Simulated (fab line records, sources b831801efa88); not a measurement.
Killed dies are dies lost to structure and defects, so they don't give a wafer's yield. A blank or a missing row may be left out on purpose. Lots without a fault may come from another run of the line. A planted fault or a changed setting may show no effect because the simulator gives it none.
fab line records | flow sky130
record lots=14 wafers=42 last_day=50
route steps=708 shown LOCAL_INTERCONNECT@387 CAP2M@606 VIA4@656 METAL5@667 PAD_OPEN@708
lots that met no fault: from a run of the same line without faults
start_h: hours from the record's first day to the start of the lot's first wafer shown | wait_h: hours since the lot's step before | " the same as in the row above | L1.1+2: a row that stands for several wafers | - no value, or no start given | * or withheld: withheld | < > ~ a bound
route shown NAME@n: a module of which the file shows steps, and the number in the route of the first | usual: mean/standard deviation of fault-free wafers | same: alike in all rows | chamber/n: place in a boat | sites: the reading at each site | _std_site: their standard deviation | _edge_site: outer sites' mean less inner sites' | radius_mm: how far each site lies from the wafer's centre | mask NAME#n: copy n | behind: the tool/chamber that last shaped the wafer | hold: why the lot was held/for how many hours/how that ended | device: the transistor (n, p or np) that didn't switch | end of line: the same wafers' tests at the end of the route | a step without rows: its recipe alone | killed: dies lost to structure and defects at the first sort, not the wafer's yield | map: a wafer's dies, x killed, . not, _ none there
set.NAME: the setting as run; set.NAME@STEP: as run at that earlier step | model.NAME: the simulator's own value behind a step, which no gauge read
steps of the route over a sample of lots; a table a step, a row a wafer
services: from which hour (start_h, from the record's first day; less than 0 if before it) a tool's chamber was out of use, for how many hours, and why
## steps
# step SKY_LOCAL_INTERCONNECT_SPUTTER_00
# recipe material=TiN target_thk_nm=100 temp_c=300 power_w=6500 time_s=83.3 chamber_pressure_pa=0.4
# usual throttle_valve_pct=30.3/1.3
# columns lot.wafer tool chamber start_h wait_h throttle_valve_pct
L829.1 pvd_sputter-03 - 684.62 0.2 31.1
L829.3 " - " " 28.4
L829.4 " - " " 30.1
L833.4 pvd_sputter-03 - 712.47 0.1 31.1
L833.5 " - " " 28.7
L833.6 " - " " 30.1
L834.2 pvd_sputter-02 - 726.06 0.2 29.3
L834.4 " - " " 28.8
L834.6 " - " " 31.1
L835.3 pvd_sputter-02 - 736.41 0.2 29.4
L835.4 " - " " 29.0
L835.5 " - " " 32.1
L837.1 pvd_sputter-01 - 752.86 0.1 29.9
L837.2 " - " " 30.9
L837.3 " - " " 27.9
L838.1 pvd_sputter-03 - 756.08 0.1 30.1
L838.4 " - " " 28.4
L838.6 " - " " 31.1
L839.1 pvd_sputter-03 - 765.60 0.1 31.0
L839.3 " - " " 30.0
L839.5 " - " " 29.7
L840.2 pvd_sputter-02 - 769.06 0.2 29.3
L840.4 " - " " 32.2
L840.6 " - " " 32.1
L841.2 pvd_sputter-03 - 775.86 0.2 29.9
L841.4 " - " " 31.2
L841.6 " - " " 28.6
L842.1 pvd_sputter-03 - 785.16 0.2 31.0
L842.2 " - " " 29.8
L842.4 " - " " 28.5
L843.1 pvd_sputter-01 - 796.41 0.2 28.0
L843.2 " - " " 31.5
L843.6 " - " " 31.2
L847.1 pvd_sputter-03 - 816.93 0.1 30.1
L847.4 " - " " 31.4
L847.6 " - " " 28.5
L848.1 pvd_sputter-03 - 825.63 0.1 31.0
L848.4 " - " " 29.8
L848.6 " - " " 28.3
L851.2 pvd_sputter-03 - 857.66 0.2 29.8
L851.5 " - " " 29.7
L851.6 " - " " 31.2
# step SKY_CAP2M_RS_MEAS_03
# recipe thk_meas_gauge=four-point-probe reads=TiN_of_CAP2M_SPUTTER_02
# usual CAP2M_TIN_RS=6.94/0.091
# columns lot.wafer tool chamber start_h wait_h CAP2M_TIN_RS[ohm/sq]
L829.1 film_metro-04 - 935.73 0.1 7.10
L829.3 " - " " 6.94
L829.4 " - " " 6.80
L833.4 film_metro-02 - 959.62 0.1 7.07
L833.5 " - " " 7.07
L833.6 " - " " 6.98
L834.2 film_metro-04 - 972.93 0.1 7.09
L834.4 " - " " 7.10
L834.6 " - " " 7.09
L835.3 film_metro-01 - 981.64 0.1 6.95
L835.4 " - " " 6.95
L835.5 " - " " 6.94
L837.1 film_metro-02 - 996.15 0.1 6.74
L837.2 " - " " 6.87
L837.3 " - " " 6.89
L838.1 film_metro-04 - 997.85 0.1 6.86
L838.4 " - " " 6.84
L838.6 " - " " 6.80
L839.1 film_metro-02 - 1007.94 0.1 6.91
L839.3 " - " " 6.95
L839.5 " - " " 7.00
L840.2 film_metro-04 - 1010.49 0.1 7.05
L840.4 " - " " 7.00
L840.6 " - " " 7.03
L841.2 film_metro-02 - 1014.96 0.1 6.94
L841.4 " - " " 6.90
L841.6 " - " " 6.87
L842.1 film_metro-04 - 1022.55 0.1 6.72
L842.2 " - " " 6.81
L842.4 " - " " 6.97
L843.1 film_metro-01 - 1034.15 0.1 6.92
L843.2 " - " " 6.79
L843.6 " - " " 6.91
L847.1 film_metro-01 - 1051.72 0.1 7.07
L847.4 " - " " 6.94
L847.6 " - " " 6.94
L848.1 film_metro-04 - 1057.36 0.1 6.81
L848.4 " - " " 6.91
L848.6 " - " " 6.93
L851.2 film_metro-02 - 1084.07 0.1 6.84
L851.5 " - " " 6.87
L851.6 " - " " 6.93
# step SKY_VIA4_SPUTTER_17
# recipe material=TiN target_thk_nm=20 chamber_pressure_pa=5 power_w=4000 time_s=80
# usual throttle_valve_pct=29.9/1.3
# columns lot.wafer tool chamber start_h wait_h throttle_valve_pct
L829.1 pvd_sputter-01 - 1009.51 0.0 27.8
L829.3 " - " " 31.7
L829.4 " - " " 31.4
L833.4 pvd_sputter-02 - 1032.49 0.0 29.2
L833.5 " - " " 32.3
L833.6 " - " " 31.3
L834.2 pvd_sputter-01 - 1044.28 0.0 29.6
L834.4 " - " " 27.9
L834.6 " - " " 30.9
L835.3 pvd_sputter-04 - 1054.06 0.0 31.1
L835.4 " - " " 28.8
L835.5 " - " " 29.0
L837.1 pvd_sputter-02 - 1068.86 0.0 31.1
L837.2 " - " " 29.5
L837.3 " - " " 32.2
L838.1 pvd_sputter-04 - 1069.69 0.0 29.3
L838.4 " - " " 31.0
L838.6 " - " " 29.0
L839.1 pvd_sputter-02 - 1077.34 0.0 28.9
L839.3 " - " " 29.1
L839.5 " - " " 31.1
L840.2 pvd_sputter-01 - 1077.46 0.0 31.5
L840.4 " - " " 27.9
L840.6 " - " " 31.9
L841.2 pvd_sputter-04 - 1083.16 0.0 31.3
L841.4 " - " " 30.7
L841.6 " - " " 28.7
L842.1 pvd_sputter-04 - 1090.98 0.0 29.0
L842.2 " - " " 29.5
L842.4 " - " " 28.9
L843.1 pvd_sputter-04 - 1101.34 0.0 29.3
L843.2 " - " " 31.2
L843.6 " - " " 29.6
L847.1 pvd_sputter-01 - 1116.77 0.0 31.6
L847.4 " - " " 27.6
L847.6 " - " " 31.7
L848.1 pvd_sputter-02 - 1122.52 0.0 31.0
L848.4 " - " " 29.2
L848.6 " - " " 29.3
L851.2 pvd_sputter-02 - 1145.99 0.0 31.4
L851.5 " - " " 28.7
L851.6 " - " " 31.1
# step SKY_METAL5_THK_MEAS_06
# recipe thk_meas_gauge=xrf reads=AlCu_of_METAL5_SPUTTER_02
# usual METAL5_ALCU_THK=1166/20
# columns lot.wafer tool chamber start_h wait_h METAL5_ALCU_THK[nm]
L829.1 film_metro-03 - 1010.56 0.1 1171
L829.3 " - " " 1184
L829.4 " - " " 1182
L833.4 film_metro-01 - 1033.82 0.1 1164
L833.5 " - " " 1189
L833.6 " - " " 1186
L834.2 film_metro-01 - 1048.34 0.1 1164
L834.4 " - " " 1169
L834.6 " - " " 1164
L835.3 film_metro-01 - 1055.15 0.1 1173
L835.4 " - " " 1165
L835.5 " - " " 1169
L837.1 film_metro-01 - 1069.95 0.1 1150
L837.2 " - " " 1187
L837.3 " - " " 1139
L838.1 film_metro-02 - 1070.85 0.1 1159
L838.4 " - " " 1138
L838.6 " - " " 1196
L839.1 film_metro-01 - 1078.32 0.1 1177
L839.3 " - " " 1186
L839.5 " - " " 1159
L840.2 film_metro-03 - 1078.63 0.1 1174
L840.4 " - " " 1194
L840.6 " - " " 1197
L841.2 film_metro-01 - 1084.30 0.1 1123
L841.4 " - " " 1159
L841.6 " - " " 1142
L842.1 film_metro-01 - 1092.26 0.1 1162
L842.2 " - " " 1150
L842.4 " - " " 1184
L843.1 film_metro-02 - 1102.32 0.1 1181
L843.2 " - " " 1150
L843.6 " - " " 1155
L847.1 film_metro-01 - 1117.79 0.1 1165
L847.4 " - " " 1130
L847.6 " - " " 1176
L848.1 film_metro-03 - 1123.49 0.1 1170
L848.4 " - " " 1163
L848.6 " - " " 1134
L851.2 film_metro-01 - 1146.98 0.1 1158
L851.5 " - " " 1146
L851.6 " - " " 1169
# step SKY_PAD_OPEN_PROBE_99
# usual killed_at_M0_to_M3=43/6.6 killed_at_M4_up=2.9/1.8 killed_at_contacts=25/5.3 killed_at_front_end=15/4.1 killed_at_other=0.3/0.6 killed_dies=86/8.8 killed_open=47/6.7 killed_short=39/6.2
# same gross_dies=492 killed_at_back_side=0
# columns lot.wafer tool chamber start_h wait_h killed_at_M0_to_M3 killed_at_M4_up killed_at_contacts killed_at_front_end killed_at_other killed_dies killed_open killed_short
L848.1 prober-01 - 1180.08 0.1 36 7 47 12 0 102 53 23
L848.4 prober-01 - 1180.23 0.2 35 2 86 14 0 137 39 33
L848.6 prober-01 - 1180.33 0.2 44 1 72 21 0 138 43 37
L851.2 prober-02 - 1200.68 0.1 38 2 89 7 0 136 36 34
L851.5 prober-02 - 1200.83 0.2 42 2 86 13 0 143 41 41
L851.6 prober-02 - 1200.88 0.2 41 1 87 18 0 147 48 34
# killed by level:class
L848.1 LOCAL_INTERCONNECT:unspecified=25 VIA1:geometric_particle:open=14 CONTACT:geometric_particle:open=7 LI_CONTACT:geometric_particle:open=6 VIA3:geometric_particle:open=5 METAL2:geometric_particle:short=5 VIA2:geometric_particle:open=5 POLY_GATE:geometric_particle:short=4
L848.4 LOCAL_INTERCONNECT:unspecified=65 VIA2:geometric_particle:open=9 LI_CONTACT:geometric_particle:open=7 CONTACT:geometric_particle:open=7 FIELD_ISO:geometric_particle:short=4 VIA1:geometric_particle:open=4 VIA1:geometric_particle:short=4 METAL1:geometric_particle:short=4
L848.6 LOCAL_INTERCONNECT:unspecified=58 POLY_GATE:geometric_particle:open=8 VIA3:geometric_particle:open=8 METAL1:geometric_particle:short=8 VIA1:geometric_particle:open=7 POLY_GATE:geometric_particle:short=6 METAL3:geometric_particle:short=6 LI_CONTACT:geometric_particle:open=5
L851.2 LOCAL_INTERCONNECT:unspecified=66 VIA2:geometric_particle:open=8 VIA1:geometric_particle:open=6 VIA1:geometric_particle:short=6 CONTACT:geometric_particle:short=5 CONTACT:geometric_particle:open=5 VIA3:geometric_particle:open=5 LI_CONTACT:geometric_particle:short=4
L851.5 LOCAL_INTERCONNECT:unspecified=61 VIA1:geometric_particle:open=12 CONTACT:geometric_particle:open=11 METAL1:geometric_particle:short=6 FIELD_ISO:geometric_particle:short=5 POLY_GATE:geometric_particle:short=4 LI_CONTACT:geometric_particle:short=4 VIA2:geometric_particle:open=4
L851.6 LOCAL_INTERCONNECT:unspecified=65 CONTACT:geometric_particle:open=12 VIA1:geometric_particle:open=10 POLY_GATE:geometric_particle:open=6 LI_CONTACT:geometric_particle:open=6 METAL1:geometric_particle:short=6 VIA2:geometric_particle:open=6 POLY_GATE:geometric_particle:short=4
## services
# columns tool chamber start_h hours kind
pvd_sputter-01 - 663.41 3.6 repair
pvd_sputter-03 0 667.35 - consumable_replace:kit
pvd_sputter-03 0 667.35 18.0 scheduled_down
pvd_sputter-03 0 667.35 18.0 vent_cycle
pvd_sputter-01 - 668.51 1.2 repair
pvd_sputter-04 - 706.96 1.0 repair
pvd_sputter-02 - 741.76 2.4 repair
pvd_sputter-03 - 760.26 0.6 repair
pvd_sputter-04 - 774.40 3.2 repair
pvd_sputter-03 - 804.38 1.4 repair
pvd_sputter-02 - 852.24 1.9 repair
pvd_sputter-01 - 865.53 0.6 repair
pvd_sputter-01 - 890.58 10.3 repair
pvd_sputter-03 - 905.76 5.1 repair
pvd_sputter-04 - 914.72 5.5 repair
pvd_sputter-01 - 925.37 2.8 repair
pvd_sputter-02 - 964.56 1.4 repair
pvd_sputter-01 - 978.30 0.6 repair
pvd_sputter-01 - 995.90 0.6 repair
pvd_sputter-02 - 999.87 5.3 repair
pvd_sputter-04 - 1008.71 3.7 repair
pvd_sputter-04 - 1033.20 4.8 repair
pvd_sputter-01 - 1082.31 2.5 repair
pvd_sputter-01 - 1108.10 0.7 repair
## key
first_sign step=SKY_PAD_OPEN_PROBE_99 reading=killed_at_contacts direction=up sigmas=10 usual=25 struck=78
effect step=SKY_PAD_OPEN_PROBE_99 reading=killed_dies direction=up sigmas=5.5 usual=86 struck=134
met_at SKY_LOCAL_INTERCONNECT_SPUTTER_00
struck_lots L848,L851
tester_left_out L848,L851
not_acting_at SKY_CAP2M_RS_MEAS_03,SKY_VIA4_SPUTTER_17,SKY_METAL5_THK_MEAS_06
onset_between 816.93 825.63
also_fits time
fault kind=chamber_particle_source tool=pvd_sputter-03 chamber=- onset_h=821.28 steps=SKY_LOCAL_INTERCONNECT_SPUTTER_00 rate_per_visit_cm2=1.8702 end_h=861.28
# tester_left_out: of these lots the tester's yield and bins aren't shown, on N5 and GAA mostly nor the transistor test; their killed dies are dies lost to structure and defects alone, not to doping, threshold or leakage, so they don't give the yield
